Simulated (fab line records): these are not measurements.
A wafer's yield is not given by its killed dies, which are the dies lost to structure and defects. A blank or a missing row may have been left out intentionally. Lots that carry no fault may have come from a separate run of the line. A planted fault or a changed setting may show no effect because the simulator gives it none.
A lot that was struck, set against a sound lot	flow gf180mcu	14 steps out of a route of 602
Sound: the wafers L989.1, L989.3, L989.4. Wafers L993.1, L993.3, L993.6 were the ones struck. Last of all comes the cause.
Per side, at each step with rows, come the tool, then ch with its chambers, and then its first start. Under that, the readings that differ: sound wafers	struck wafers	difference of the means	sigmas: that difference in standard deviations of wafers without a fault.
alike: words and numbers the same on both sides, and readings whose means are apart by under 2 such deviations; not compared: readings that were withheld, readings missing a value for some wafer, numbers with overlapping values and no deviation given by the record, and bounds like >300 which may hide the same value.
Wherever a step has rows on one side only, a row that says differs or no value, or a row with sigmas, the two part there. Numbers that have no deviation but don't overlap get no sigmas and don't part them. A reading that every wafer of one side lacks parts them only if that side has two wafers or more.

first, 2 steps without rows for these wafers: GF_VT_IMPLANT_PEB_27; GF_VT_IMPLANT_DEVELOP_28 (develop time 60 s).
GF_VT_IMPLANT_OVL_MEAS_29:
  struck on overlay-02, day 8 14:40; sound on overlay-01, day 7 14:04
  alike: VT_IMPLANT_02_OVL
next, for these wafers, 1 step has no rows: GF_VT_IMPLANT_IMPLANT_30.
GF_VT_IMPLANT_STRIP_31: strips in O2/N2.
  sound on plasma-asher-03 ch 0,1, day 7 14:15; struck on plasma-asher-03 ch 1, day 8 14:52
  alike: drypump-motor-current-A, heater-power-w, n2-flow-sccm, oes-product-au, strip-time-to-endpoint-s
  not compared: rf-hours-counter-h
GF_VT_IMPLANT_TW_MEAS_32:
  struck on film-metro-04, day 8 14:58; sound on film-metro-01, day 7 14:21
  alike: VT_IMPLANT_3_TW
then, 6 steps without rows for these wafers: GF_VT_IMPLANT_DEHYDRATE_33 (time 60 s); GF_VT_IMPLANT_HMDS_34 (prime time 60 s); GF_VT_IMPLANT_COAT_35 (resist thk 1000 nm); GF_VT_IMPLANT_SOFTBAKE_36 (time 60 s); GF_VT_IMPLANT_EXPOSE_37 (exposes mask Nwell HV AREA, target cd 860 nm); GF_VT_IMPLANT_PEB_38.
GF_VT_IMPLANT_DEVELOP_39: develop time 60 s.
  struck on litho-track-03, day 9 07:28; sound on litho-track-01 ch 0, day 8 05:59
  no value came back on the struck wafers for chill-plate-temp-C (C), develop-time-s (s); on the sound wafers chill-plate-temp-C (C) reads 22.99 22.90 23.00
GF_VT_IMPLANT_OVL_MEAS_40:
  struck on overlay-02, day 9 07:37; sound on overlay-02, day 8 06:08
reading	sound	struck	difference	sigmas
VT_IMPLANT_03_OVL (nm)	0.1 -0.3 -0.7	- - -	no value on the struck wafers	

## WHERE THEY PART
Earliest at GF_VT_IMPLANT_DEVELOP_39; latest, in this record, at GF_VT_IMPLANT_OVL_MEAS_40.

WHY: whatever the simulator had introduced
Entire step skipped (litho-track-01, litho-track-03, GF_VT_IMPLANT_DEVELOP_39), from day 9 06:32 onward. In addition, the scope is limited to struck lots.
